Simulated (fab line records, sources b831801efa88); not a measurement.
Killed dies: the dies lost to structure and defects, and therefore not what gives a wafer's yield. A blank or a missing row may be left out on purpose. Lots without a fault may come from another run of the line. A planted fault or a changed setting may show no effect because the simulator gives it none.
Which of the tools did it? || flow gf180mcu || 24 lots with 72 wafers sampled at 6 steps, on a route of 602 steps

## WHAT THE GAUGES READ, wafer by wafer
GF_NWELL_OVL_MEAS_07. Usual: NWELL_OVL gives -0.1 nm (standard deviation 1.4).
{"lot": "L074", "measured": "day 3 07:45", "on": "overlay-01", "NWELL_OVL (nm)": "-1.1 1.2 1.2", "flag": ""}
{"lot": "L075", "measured": "day 3 13:08", "on": "overlay-02", "NWELL_OVL (nm)": "-0.4 0.1 -1.1", "flag": ""}
{"lot": "L076", "measured": "day 3 18:54", "on": "overlay-01", "NWELL_OVL (nm)": "-0.9 -1.8 -0.4", "flag": ""}
{"lot": "L077", "measured": "day 4 01:20", "on": "overlay-02", "NWELL_OVL (nm)": "0.9 0.1 2.0", "flag": ""}
{"lot": "L078", "measured": "day 4 04:23", "on": "overlay-01", "NWELL_OVL (nm)": "1.1 0.7 -0.4", "flag": ""}
{"lot": "L079", "measured": "day 4 09:11", "on": "overlay-01", "NWELL_OVL (nm)": "2.1 0.1 2.2", "flag": ""}
{"lot": "L080", "measured": "day 4 15:14", "on": "overlay-01", "NWELL_OVL (nm)": "0.5 -1.1 -0.4", "flag": ""}
{"lot": "L081", "measured": "day 4 20:14", "on": "overlay-02", "NWELL_OVL (nm)": "-0.5 -3.1 -2.5", "flag": ""}
{"lot": "L082", "measured": "day 5 04:41", "on": "overlay-02", "NWELL_OVL (nm)": "-0.6 1.0 -1.0", "flag": ""}
{"lot": "L083", "measured": "day 5 14:40", "on": "overlay-01", "NWELL_OVL (nm)": "1.2 2.1 1.1", "flag": ""}
{"lot": "L085", "measured": "day 5 22:28", "on": "overlay-02", "NWELL_OVL (nm)": "-0.8 -0.4 -0.1", "flag": ""}
{"lot": "L084", "measured": "day 5 23:07", "on": "overlay-01", "NWELL_OVL (nm)": "-1.8 -0.6 -1.5", "flag": ""}
{"lot": "L086", "measured": "day 6 04:17", "on": "overlay-01", "NWELL_OVL (nm)": "2.1 1.9 0.8", "flag": ""}
{"lot": "L087", "measured": "day 6 07:42", "on": "overlay-01", "NWELL_OVL (nm)": "0.6 -3.6 -0.1", "flag": ""}
{"lot": "L088", "measured": "day 6 15:49", "on": "overlay-01", "NWELL_OVL (nm)": "-0.6 -0.8 0.1", "flag": ""}
{"lot": "L089", "measured": "day 6 21:37", "on": "overlay-01", "NWELL_OVL (nm)": "-2.6 -0.9 -4.3", "flag": ""}
{"lot": "L090", "measured": "day 7 01:37", "on": "overlay-01", "NWELL_OVL (nm)": "-0.5 -0.4 -0.1", "flag": ""}
{"lot": "L091", "measured": "day 7 08:05", "on": "overlay-01", "NWELL_OVL (nm)": "1.0 1.5 1.8", "flag": ""}
{"lot": "L092", "measured": "day 7 14:19", "on": "overlay-02", "NWELL_OVL (nm)": "-1.9 -1.0 -1.0", "flag": ""}
{"lot": "L093", "measured": "day 7 14:26", "on": "overlay-01", "NWELL_OVL (nm)": "-1.1 0.4 1.2", "flag": ""}
{"lot": "L094", "measured": "day 7 19:24", "on": "overlay-01", "NWELL_OVL (nm)": "-0.1 1.4 2.6", "flag": ""}
{"lot": "L095", "measured": "day 8 07:22", "on": "overlay-02", "NWELL_OVL (nm)": "-0.9 -1.0 0.4", "flag": ""}
{"lot": "L096", "measured": "day 8 08:59", "on": "overlay-01", "NWELL_OVL (nm)": "-0.3 0.1 -2.7", "flag": ""}
{"lot": "L097", "measured": "day 8 13:04", "on": "overlay-01", "NWELL_OVL (nm)": "1.3 1.7 0.8", "flag": ""}

GF_V3_OVL_MEAS_15. Usual: V3_OVL gives 5 nm (standard deviation 7).
{"lot": "L074", "measured": "day 22 08:02", "on": "overlay-01", "V3_OVL (nm)": "9 13 15", "flag": ""}
{"lot": "L075", "measured": "day 22 12:31", "on": "overlay-02", "V3_OVL (nm)": "3 -5 -4", "flag": ""}
{"lot": "L076", "measured": "day 23 03:19", "on": "overlay-01", "V3_OVL (nm)": "13 4 8", "flag": ""}
{"lot": "L077", "measured": "day 23 14:19", "on": "overlay-01", "V3_OVL (nm)": "10 7 9", "flag": ""}
{"lot": "L078", "measured": "day 23 18:11", "on": "overlay-02", "V3_OVL (nm)": "18 2 7", "flag": ""}
{"lot": "L079", "measured": "day 24 04:26", "on": "overlay-02", "V3_OVL (nm)": "-3 10 3", "flag": ""}
{"lot": "L080", "measured": "day 24 14:41", "on": "overlay-01", "V3_OVL (nm)": "9 13 13", "flag": ""}
{"lot": "L081", "measured": "day 24 22:14", "on": "overlay-01", "V3_OVL (nm)": "-5 -6 1", "flag": ""}
{"lot": "L082", "measured": "day 25 09:52", "on": "overlay-02", "V3_OVL (nm)": "3 0 1", "flag": ""}
{"lot": "L083", "measured": "day 25 20:29", "on": "overlay-01", "V3_OVL (nm)": "-5 -13 -6", "flag": ""}
{"lot": "L085", "measured": "day 26 09:46", "on": "overlay-02", "V3_OVL (nm)": "6 13 8", "flag": ""}
{"lot": "L084", "measured": "day 26 11:43", "on": "overlay-02", "V3_OVL (nm)": "4 3 14", "flag": ""}
{"lot": "L086", "measured": "day 26 16:44", "on": "overlay-01", "V3_OVL (nm)": "2 2 6", "flag": ""}
{"lot": "L087", "measured": "day 26 21:53", "on": "overlay-02", "V3_OVL (nm)": "8 6 9", "flag": ""}
{"lot": "L088", "measured": "day 27 09:59", "on": "overlay-01", "V3_OVL (nm)": "10 20 12", "flag": ""}
{"lot": "L089", "measured": "day 27 23:23", "on": "overlay-01", "V3_OVL (nm)": "3 8 -1", "flag": ""}
{"lot": "L090", "measured": "day 28 03:25", "on": "overlay-01", "V3_OVL (nm)": "-5 -5 -7", "flag": ""}
{"lot": "L091", "measured": "day 28 09:08", "on": "overlay-02", "V3_OVL (nm)": "2 9 7", "flag": ""}
{"lot": "L092", "measured": "day 28 12:04", "on": "overlay-02", "V3_OVL (nm)": "-10 -8 -11", "flag": ""}
{"lot": "L093", "measured": "day 28 19:32", "on": "overlay-01", "V3_OVL (nm)": "11 14 6", "flag": ""}
{"lot": "L094", "measured": "day 29 00:07", "on": "overlay-01", "V3_OVL (nm)": "7 8 10", "flag": ""}
{"lot": "L095", "measured": "day 29 10:10", "on": "overlay-01", "V3_OVL (nm)": "0 2 12", "flag": ""}
{"lot": "L096", "measured": "day 29 11:47", "on": "overlay-01", "V3_OVL (nm)": "1 -3 0", "flag": ""}
{"lot": "L097", "measured": "day 29 16:02", "on": "overlay-01", "V3_OVL (nm)": "13 6 5", "flag": ""}

GF_M4_RS_MEAS_05: the measuring method here is four-point-probe. Usual: M4_ALCU_RS gives 0.0699 ohm/sq (standard deviation 0.0011).
{"lot": "L074", "measured": "day 22 09:38", "on": "filmMetro-02", "M4_ALCU_RS (ohm/sq)": "0.0720 0.0703 0.0722", "flag": ""}
{"lot": "L075", "measured": "day 22 14:12", "on": "filmMetro-03", "M4_ALCU_RS (ohm/sq)": "0.0703 0.0692 0.0699", "flag": ""}
{"lot": "L076", "measured": "day 23 04:56", "on": "filmMetro-01", "M4_ALCU_RS (ohm/sq)": "0.0691 0.0691 0.0716", "flag": ""}
{"lot": "L077", "measured": "day 23 16:56", "on": "filmMetro-01", "M4_ALCU_RS (ohm/sq)": "0.0693 0.0685 0.0699", "flag": ""}
{"lot": "L078", "measured": "day 23 19:49", "on": "filmMetro-01", "M4_ALCU_RS (ohm/sq)": "0.0701 0.0695 0.0705", "flag": ""}
{"lot": "L079", "measured": "day 24 06:25", "on": "filmMetro-01", "M4_ALCU_RS (ohm/sq)": "0.0687 0.0706 0.0689", "flag": ""}
{"lot": "L080", "measured": "day 24 16:19", "on": "filmMetro-03", "M4_ALCU_RS (ohm/sq)": "0.0700 0.0678 0.0683", "flag": ""}
{"lot": "L081", "measured": "day 25 00:05", "on": "filmMetro-01", "M4_ALCU_RS (ohm/sq)": "0.0689 0.0706 0.0691", "flag": ""}
{"lot": "L082", "measured": "day 25 11:29", "on": "filmMetro-01", "M4_ALCU_RS (ohm/sq)": "0.0693 0.0690 0.0708", "flag": ""}
{"lot": "L083", "measured": "day 25 22:07", "on": "filmMetro-03", "M4_ALCU_RS (ohm/sq)": "0.0702 0.0714 0.0690", "flag": ""}
{"lot": "L085", "measured": "day 26 11:25", "on": "filmMetro-01", "M4_ALCU_RS (ohm/sq)": "0.0707 0.0698 0.0679", "flag": ""}
{"lot": "L084", "measured": "day 26 13:21", "on": "filmMetro-03", "M4_ALCU_RS (ohm/sq)": "0.0703 0.0680 0.0700", "flag": ""}
{"lot": "L086", "measured": "day 26 18:22", "on": "filmMetro-03", "M4_ALCU_RS (ohm/sq)": "0.0672 0.0687 0.0700", "flag": ""}
{"lot": "L087", "measured": "day 26 23:31", "on": "filmMetro-03", "M4_ALCU_RS (ohm/sq)": "0.0704 0.0697 0.0699", "flag": ""}
{"lot": "L088", "measured": "day 27 11:37", "on": "filmMetro-02", "M4_ALCU_RS (ohm/sq)": "0.0686 0.0708 0.0684", "flag": ""}
{"lot": "L089", "measured": "day 28 01:01", "on": "filmMetro-03", "M4_ALCU_RS (ohm/sq)": "0.0699 0.0686 0.0696", "flag": ""}
{"lot": "L090", "measured": "day 28 05:26", "on": "filmMetro-01", "M4_ALCU_RS (ohm/sq)": "0.0706 0.0694 0.0683", "flag": ""}
{"lot": "L091", "measured": "day 28 11:04", "on": "filmMetro-02", "M4_ALCU_RS (ohm/sq)": "0.0717 0.0702 0.0705", "flag": ""}
{"lot": "L092", "measured": "day 28 13:43", "on": "filmMetro-02", "M4_ALCU_RS (ohm/sq)": "0.0700 0.0709 0.0708", "flag": ""}
{"lot": "L093", "measured": "day 28 21:08", "on": "filmMetro-01", "M4_ALCU_RS (ohm/sq)": "0.0710 0.0692 0.0712", "flag": ""}
{"lot": "L094", "measured": "day 29 01:44", "on": "filmMetro-02", "M4_ALCU_RS (ohm/sq)": "0.0697 0.0715 0.0698", "flag": ""}
{"lot": "L095", "measured": "day 29 11:47", "on": "filmMetro-03", "M4_ALCU_RS (ohm/sq)": "0.0694 0.0713 0.0687", "flag": ""}
{"lot": "L096", "measured": "day 29 13:25", "on": "filmMetro-01", "M4_ALCU_RS (ohm/sq)": "0.0687 0.0700 0.0717", "flag": ""}
{"lot": "L097", "measured": "day 29 17:39", "on": "filmMetro-03", "M4_ALCU_RS (ohm/sq)": "0.0691 0.0701 0.0694", "flag": ""}

GF_TOP_METAL_CD_MEAS_14 targets a cd of 440 nm. Usual: 440.3 nm for cdNm, sd 2.2.
{"lot": "L074", "measured": "day 28 02:21", "on": "cdSem-01", "cdNm (nm)": "442.7 441.8 443.9", "flag": ""}
{"lot": "L075", "measured": "day 28 04:15", "on": "cdSem-02", "cdNm (nm)": "437.7 437.8 437.2", "flag": ""}
{"lot": "L076", "measured": "day 28 18:46", "on": "cdSem-01", "cdNm (nm)": "441.3 442.0 439.8", "flag": ""}
{"lot": "L077", "measured": "day 29 04:54", "on": "cdSem-01", "cdNm (nm)": "443.4 442.1 443.5", "flag": ""}
{"lot": "L078", "measured": "day 29 05:53", "on": "cdSem-02", "cdNm (nm)": "442.6 443.9 442.8", "flag": ""}
{"lot": "L079", "measured": "day 29 15:19", "on": "cdSem-02", "cdNm (nm)": "437.8 436.8 437.7", "flag": ""}
{"lot": "L080", "measured": "day 30 00:04", "on": "cdSem-02", "cdNm (nm)": "440.2 439.3 439.2", "flag": ""}
{"lot": "L081", "measured": "day 30 06:31", "on": "cdSem-01", "cdNm (nm)": "436.5 438.2 437.1", "flag": ""}
{"lot": "L082", "measured": "day 30 15:56", "on": "cdSem-01", "cdNm (nm)": "439.5 438.9 437.6", "flag": ""}
{"lot": "L083", "measured": "day 31 00:03", "on": "cdSem-01", "cdNm (nm)": "441.9 442.5 444.3", "flag": ""}
{"lot": "L085", "measured": "day 31 11:13", "on": "cdSem-01", "cdNm (nm)": "440.8 442.9 443.5", "flag": ""}
{"lot": "L084", "measured": "day 31 13:00", "on": "cdSem-01", "cdNm (nm)": "439.5 439.5 441.0", "flag": ""}
{"lot": "L086", "measured": "day 31 18:22", "on": "cdSem-01", "cdNm (nm)": "440.0 439.3 442.3", "flag": ""}
{"lot": "L087", "measured": "day 31 22:36", "on": "cdSem-02", "cdNm (nm)": "442.9 443.2 442.7", "flag": ""}
{"lot": "L088", "measured": "day 32 09:14", "on": "cdSem-01", "cdNm (nm)": "438.4 440.1 439.5", "flag": ""}
{"lot": "L089", "measured": "day 32 20:13", "on": "cdSem-01", "cdNm (nm)": "445.2 443.5 442.9", "flag": ""}
{"lot": "L090", "measured": "day 33 01:04", "on": "cdSem-02", "cdNm (nm)": "440.7 441.1 442.3", "flag": ""}
{"lot": "L091", "measured": "day 33 02:37", "on": "cdSem-02", "cdNm (nm)": "441.7 441.7 440.3", "flag": ""}
{"lot": "L092", "measured": "day 33 05:54", "on": "cdSem-02", "cdNm (nm)": "439.3 438.7 438.8", "flag": ""}
{"lot": "L093", "measured": "day 33 13:39", "on": "cdSem-02", "cdNm (nm)": "437.5 440.6 438.9", "flag": ""}
{"lot": "L094", "measured": "day 33 17:08", "on": "cdSem-01", "cdNm (nm)": "440.1 438.1 437.3", "flag": ""}
{"lot": "L095", "measured": "day 34 01:16", "on": "cdSem-02", "cdNm (nm)": "442.2 441.7 440.0", "flag": ""}
{"lot": "L096", "measured": "day 34 01:35", "on": "cdSem-01", "cdNm (nm)": "438.2 440.1 438.2", "flag": ""}
{"lot": "L097", "measured": "day 34 05:36", "on": "cdSem-02", "cdNm (nm)": "443.7 439.4 440.3", "flag": ""}

## WHICH TOOL RAN EACH LOT (tool, then ch and the chambers of the sampled wafers, then the start)
{"lot": "L074", "GF_M3_METAL_ETCH_16": "rieMetal-02 ch 0,1, day 21 06:53", "GF_M4_SPUTTER_02": "pvdSputter-02, day 22 09:33"}
{"lot": "L075", "GF_M3_METAL_ETCH_16": "rieMetal-04 ch 0,1, day 21 09:58", "GF_M4_SPUTTER_02": "pvdSputter-01, day 22 14:03"}
{"lot": "L076", "GF_M3_METAL_ETCH_16": "rieMetal-04 ch 0,1, day 22 03:08", "GF_M4_SPUTTER_02": "pvdSputter-03, day 23 04:51"}
{"lot": "L077", "GF_M3_METAL_ETCH_16": "rieMetal-01 ch 0,1, day 22 14:00", "GF_M4_SPUTTER_02": "pvdSputter-01, day 23 16:51"}
{"lot": "L078", "GF_M3_METAL_ETCH_16": "rieMetal-02 ch 0,1, day 22 17:27", "GF_M4_SPUTTER_02": "pvdSputter-01, day 23 19:43"}
{"lot": "L079", "GF_M3_METAL_ETCH_16": "rieMetal-01 ch 0, day 23 04:42", "GF_M4_SPUTTER_02": "pvdSputter-03, day 24 06:18"}
{"lot": "L080", "GF_M3_METAL_ETCH_16": "rieMetal-04 ch 0,1, day 23 14:12", "GF_M4_SPUTTER_02": "pvdSputter-01, day 24 16:13"}
{"lot": "L081", "GF_M3_METAL_ETCH_16": "rieMetal-04 ch 0,1, day 23 22:13", "GF_M4_SPUTTER_02": "pvdSputter-01, day 24 23:57"}
{"lot": "L082", "GF_M3_METAL_ETCH_16": "rieMetal-04 ch 0,1, day 24 10:15", "GF_M4_SPUTTER_02": "pvdSputter-02, day 25 11:23"}
{"lot": "L083", "GF_M3_METAL_ETCH_16": "rieMetal-01 ch 0,1, day 24 21:40", "GF_M4_SPUTTER_02": "pvdSputter-02, day 25 21:59"}
{"lot": "L085", "GF_M3_METAL_ETCH_16": "rieMetal-01 ch 0,1, day 25 11:13", "GF_M4_SPUTTER_02": "pvdSputter-01, day 26 11:16"}
{"lot": "L084", "GF_M3_METAL_ETCH_16": "rieMetal-01 ch 0,1, day 25 12:33", "GF_M4_SPUTTER_02": "pvdSputter-01, day 26 13:14"}
{"lot": "L086", "GF_M3_METAL_ETCH_16": "rieMetal-01 ch 0,1, day 25 18:31", "GF_M4_SPUTTER_02": "pvdSputter-02, day 26 18:16"}
{"lot": "L087", "GF_M3_METAL_ETCH_16": "rieMetal-01 ch 0,1, day 25 23:01", "GF_M4_SPUTTER_02": "pvdSputter-03, day 26 23:25"}
{"lot": "L088", "GF_M3_METAL_ETCH_16": "rieMetal-04 ch 0,1, day 26 12:04", "GF_M4_SPUTTER_02": "pvdSputter-01, day 27 11:31"}
{"lot": "L089", "GF_M3_METAL_ETCH_16": "rieMetal-01 ch 1, day 27 01:43", "GF_M4_SPUTTER_02": "pvdSputter-01, day 28 00:54"}
{"lot": "L090", "GF_M3_METAL_ETCH_16": "rieMetal-01 ch 0,1, day 27 05:49", "GF_M4_SPUTTER_02": "pvdSputter-02, day 28 05:21"}
{"lot": "L091", "GF_M3_METAL_ETCH_16": "rieMetal-01 ch 0,1, day 27 10:54", "GF_M4_SPUTTER_02": "pvdSputter-02, day 28 10:58"}
{"lot": "L092", "GF_M3_METAL_ETCH_16": "rieMetal-04 ch 0,1, day 27 15:10", "GF_M4_SPUTTER_02": "pvdSputter-01, day 28 13:37"}
{"lot": "L093", "GF_M3_METAL_ETCH_16": "rieMetal-02 ch 1, day 27 22:51", "GF_M4_SPUTTER_02": "pvdSputter-01, day 28 21:03"}
{"lot": "L094", "GF_M3_METAL_ETCH_16": "rieMetal-02 ch 0,1, day 28 03:10", "GF_M4_SPUTTER_02": "pvdSputter-03, day 29 01:39"}
{"lot": "L095", "GF_M3_METAL_ETCH_16": "rieMetal-01 ch 0,1, day 28 13:42", "GF_M4_SPUTTER_02": "pvdSputter-03, day 29 11:41"}
{"lot": "L096", "GF_M3_METAL_ETCH_16": "rieMetal-01 ch 0, day 28 15:51", "GF_M4_SPUTTER_02": "pvdSputter-03, day 29 13:19"}
{"lot": "L097", "GF_M3_METAL_ETCH_16": "rieMetal-01 ch 0,1, day 28 20:31", "GF_M4_SPUTTER_02": "pvdSputter-03, day 29 17:34"}
- GF_M3_METAL_ETCH_16: etches the open film in Cl2/BCl3, stops on SiO2, target depth 750.8 nm, time 125.1 s.
- GF_M4_SPUTTER_02: material AlCu, target thk 450 nm, time 23.9 s.

## AS READ BY THE TOOLS THEMSELVES (means over the sampled wafers that have a number; for cases with no such wafer, the mark the record gives instead)
GF_M3_METAL_ETCH_16. Usual: drypumpMotorCurrentA 5.7 A, standard deviation 0.54; oesProductAu 0.988 a.u., standard deviation 0.0064; throttleValvePct 28.231 %, standard deviation 0.01.
{"lot": "L074", "tool": "rieMetal-02", "drypumpMotorCurrentA (A)": 5.5, "oesProductAu (a.u.)": 0.993, "throttleValvePct (%)": 28.227, "flag": ""}
{"lot": "L075", "tool": "rieMetal-04", "drypumpMotorCurrentA (A)": 5.4, "oesProductAu (a.u.)": 0.974, "throttleValvePct (%)": 28.236, "flag": ""}
{"lot": "L076", "tool": "rieMetal-04", "drypumpMotorCurrentA (A)": 5.3, "oesProductAu (a.u.)": 0.987, "throttleValvePct (%)": 28.231, "flag": ""}
{"lot": "L077", "tool": "rieMetal-01", "drypumpMotorCurrentA (A)": 6.2, "oesProductAu (a.u.)": 0.992, "throttleValvePct (%)": 28.239, "flag": ""}
{"lot": "L078", "tool": "rieMetal-02", "drypumpMotorCurrentA (A)": 5.3, "oesProductAu (a.u.)": 0.993, "throttleValvePct (%)": 28.213, "flag": ""}
{"lot": "L079", "tool": "rieMetal-01", "drypumpMotorCurrentA (A)": 6.6, "oesProductAu (a.u.)": 0.985, "throttleValvePct (%)": 28.225, "flag": ""}
{"lot": "L080", "tool": "rieMetal-04", "drypumpMotorCurrentA (A)": 5.3, "oesProductAu (a.u.)": 0.995, "throttleValvePct (%)": 28.224, "flag": ""}
{"lot": "L081", "tool": "rieMetal-04", "drypumpMotorCurrentA (A)": 5.4, "oesProductAu (a.u.)": 0.995, "throttleValvePct (%)": 28.224, "flag": ""}
{"lot": "L082", "tool": "rieMetal-04", "drypumpMotorCurrentA (A)": 5.4, "oesProductAu (a.u.)": 0.991, "throttleValvePct (%)": 28.230, "flag": ""}
{"lot": "L083", "tool": "rieMetal-01", "drypumpMotorCurrentA (A)": 6.2, "oesProductAu (a.u.)": 0.989, "throttleValvePct (%)": 28.223, "flag": ""}
{"lot": "L085", "tool": "rieMetal-01", "drypumpMotorCurrentA (A)": 5.9, "oesProductAu (a.u.)": 0.989, "throttleValvePct (%)": 28.230, "flag": ""}
{"lot": "L084", "tool": "rieMetal-01", "drypumpMotorCurrentA (A)": 6.2, "oesProductAu (a.u.)": 0.987, "throttleValvePct (%)": 28.229, "flag": ""}
{"lot": "L086", "tool": "rieMetal-01", "drypumpMotorCurrentA (A)": 6.3, "oesProductAu (a.u.)": 0.989, "throttleValvePct (%)": 28.226, "flag": ""}
{"lot": "L087", "tool": "rieMetal-01", "drypumpMotorCurrentA (A)": 6.2, "oesProductAu (a.u.)": 0.985, "throttleValvePct (%)": 28.228, "flag": ""}
{"lot": "L088", "tool": "rieMetal-04", "drypumpMotorCurrentA (A)": 5.3, "oesProductAu (a.u.)": 0.991, "throttleValvePct (%)": 28.227, "flag": ""}
{"lot": "L089", "tool": "rieMetal-01", "drypumpMotorCurrentA (A)": 5.5, "oesProductAu (a.u.)": 0.988, "throttleValvePct (%)": 28.230, "flag": ""}
{"lot": "L090", "tool": "rieMetal-01", "drypumpMotorCurrentA (A)": 5.9, "oesProductAu (a.u.)": 0.993, "throttleValvePct (%)": 28.230, "flag": ""}
{"lot": "L091", "tool": "rieMetal-01", "drypumpMotorCurrentA (A)": 5.9, "oesProductAu (a.u.)": 0.987, "throttleValvePct (%)": 28.232, "flag": ""}
{"lot": "L092", "tool": "rieMetal-04", "drypumpMotorCurrentA (A)": 5.3, "oesProductAu (a.u.)": 0.990, "throttleValvePct (%)": 28.235, "flag": ""}
{"lot": "L093", "tool": "rieMetal-02", "drypumpMotorCurrentA (A)": 5.1, "oesProductAu (a.u.)": 0.988, "throttleValvePct (%)": 28.237, "flag": ""}
{"lot": "L094", "tool": "rieMetal-02", "drypumpMotorCurrentA (A)": 5.3, "oesProductAu (a.u.)": 0.984, "throttleValvePct (%)": 28.236, "flag": ""}
{"lot": "L095", "tool": "rieMetal-01", "drypumpMotorCurrentA (A)": 6.3, "oesProductAu (a.u.)": 0.987, "throttleValvePct (%)": 28.230, "flag": ""}
{"lot": "L096", "tool": "rieMetal-01", "drypumpMotorCurrentA (A)": 6.6, "oesProductAu (a.u.)": 0.985, "throttleValvePct (%)": 28.236, "flag": ""}
{"lot": "L097", "tool": "rieMetal-01", "drypumpMotorCurrentA (A)": 6.2, "oesProductAu (a.u.)": 0.987, "throttleValvePct (%)": 28.230, "flag": ""}

GF_M4_SPUTTER_02. Usual: 30.3 % for throttleValvePct, sd 1.1.
{"lot": "L074", "tool": "pvdSputter-02", "throttleValvePct (%)": 29.8, "flag": ""}
{"lot": "L075", "tool": "pvdSputter-01", "throttleValvePct (%)": 30.3, "flag": ""}
{"lot": "L076", "tool": "pvdSputter-03", "throttleValvePct (%)": 30.9, "flag": ""}
{"lot": "L077", "tool": "pvdSputter-01", "throttleValvePct (%)": 29.2, "flag": ""}
{"lot": "L078", "tool": "pvdSputter-01", "throttleValvePct (%)": 29.3, "flag": ""}
{"lot": "L079", "tool": "pvdSputter-03", "throttleValvePct (%)": 31.0, "flag": ""}
{"lot": "L080", "tool": "pvdSputter-01", "throttleValvePct (%)": 28.6, "flag": ""}
{"lot": "L081", "tool": "pvdSputter-01", "throttleValvePct (%)": 28.4, "flag": ""}
{"lot": "L082", "tool": "pvdSputter-02", "throttleValvePct (%)": 30.1, "flag": ""}
{"lot": "L083", "tool": "pvdSputter-02", "throttleValvePct (%)": 30.1, "flag": ""}
{"lot": "L085", "tool": "pvdSputter-01", "throttleValvePct (%)": 30.2, "flag": ""}
{"lot": "L084", "tool": "pvdSputter-01", "throttleValvePct (%)": 30.3, "flag": ""}
{"lot": "L086", "tool": "pvdSputter-02", "throttleValvePct (%)": 30.2, "flag": ""}
{"lot": "L087", "tool": "pvdSputter-03", "throttleValvePct (%)": 30.9, "flag": ""}
{"lot": "L088", "tool": "pvdSputter-01", "throttleValvePct (%)": 29.5, "flag": ""}
{"lot": "L089", "tool": "pvdSputter-01", "throttleValvePct (%)": 28.5, "flag": ""}
{"lot": "L090", "tool": "pvdSputter-02", "throttleValvePct (%)": 30.3, "flag": ""}
{"lot": "L091", "tool": "pvdSputter-02", "throttleValvePct (%)": 29.9, "flag": ""}
{"lot": "L092", "tool": "pvdSputter-01", "throttleValvePct (%)": 29.5, "flag": ""}
{"lot": "L093", "tool": "pvdSputter-01", "throttleValvePct (%)": 30.4, "flag": ""}
{"lot": "L094", "tool": "pvdSputter-03", "throttleValvePct (%)": 30.8, "flag": ""}
{"lot": "L095", "tool": "pvdSputter-03", "throttleValvePct (%)": 30.8, "flag": ""}
{"lot": "L096", "tool": "pvdSputter-03", "throttleValvePct (%)": 30.8, "flag": ""}
{"lot": "L097", "tool": "pvdSputter-03", "throttleValvePct (%)": 31.0, "flag": ""}

## THE ANSWER, worked out from the rows above alone
Rule: lot off if the mean of its wafers having a number is beyond 3 standard deviations from the usual mean. A lot without any number at a reading at which 4 lots or more have one is off too. All remaining lots with rows at the step are treated as sound. The gauges are gone through in route order, then the tools' own readings, and for those a lot's mean is taken as printed above. At the first step where some lot is off, the reading lying furthest off is the one used; lots without a number count as furthest.
Nothing can be told from this: no lot is off at any reading shown.

## WHAT WAS PUT IN BY THE SIMULATOR
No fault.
